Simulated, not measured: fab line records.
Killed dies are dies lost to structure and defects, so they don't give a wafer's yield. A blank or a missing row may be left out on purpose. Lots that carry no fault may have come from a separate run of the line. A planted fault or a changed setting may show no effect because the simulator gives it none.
Matching of chambers / flow gf180mcu / cmp-02 running GF_V1_CMP_26: 4 sister chambers
The step polishes, stops on SiO2, t overpolish 15 s, target thk 0 nm. 8 wafers are shown with their chamber, then 8 later ones without.

== WAFERS WITH THEIR CHAMBER ==
wafer=L966.4; chamber=1; time to endpoint s (s)=77; motor current A (A)=9.1
wafer=L973.2; chamber=1; time to endpoint s (s)=79; motor current A (A)=9.5
wafer=L976.3; chamber=2; time to endpoint s (s)=83; motor current A (A)=10.3
wafer=L976.6; chamber=3; time to endpoint s (s)=90; motor current A (A)=10.4
wafer=L979.2; chamber=2; time to endpoint s (s)=85; motor current A (A)=10.5
wafer=L979.3; chamber=0; time to endpoint s (s)=85; motor current A (A)=10.8
wafer=L979.6; chamber=0; time to endpoint s (s)=88; motor current A (A)=11.1
wafer=L984.2; chamber=3; time to endpoint s (s)=88; motor current A (A)=11.1

== WAFERS WHOSE CHAMBER IS MISSING ==
wafer=L984.4; time to endpoint s (s)=86; motor current A (A)=11.2
wafer=L984.5; time to endpoint s (s)=84; motor current A (A)=10.6
wafer=L986.2; time to endpoint s (s)=81; motor current A (A)=10.5
wafer=L986.3; time to endpoint s (s)=82; motor current A (A)=11.1
wafer=L986.5; time to endpoint s (s)=84; motor current A (A)=11.6
wafer=L987.1; time to endpoint s (s)=76; motor current A (A)=10.0
wafer=L987.5; time to endpoint s (s)=78; motor current A (A)=9.8
wafer=L987.6; time to endpoint s (s)=83; motor current A (A)=10.1

== WHICH CHAMBER EACH ONE RAN IN ==
wafer=L984.4; from the rows above=can't be placed: 0 or 3 or 2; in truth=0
wafer=L984.5; from the rows above=can't be placed: 2 or 0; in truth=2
wafer=L986.2; from the rows above=can't be placed: 2 or 0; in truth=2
wafer=L986.3; from the rows above=can't be placed: 2 or 0 or 3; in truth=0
wafer=L986.5; from the rows above=can't be placed: 0 or 2 or 3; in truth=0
wafer=L987.1; from the rows above=1; in truth=1
wafer=L987.5; from the rows above=1; in truth=1
wafer=L987.6; from the rows above=2; in truth=2
Correct placement for 3 of the 8. Not placeable from these rows: 5 (in 5, the candidates include the true chamber). Wrongly placed: 0.
How it was worked out, from the rows above alone: a wafer's distance from a chamber is the root of the sum, over the readings, of the square of ((its reading less the chamber's mean) divided by the reading's scatter). If the next closest chamber is less than 2 further off than the closest, the wafer can't be placed; otherwise it belongs to the closest. The mean given for a chamber averages the wafers shown for that chamber. The scatter is the square root of a quotient: the sum, over the shown wafers, of each reading's squared deviation from its chamber's mean, divided by wafers minus chambers.
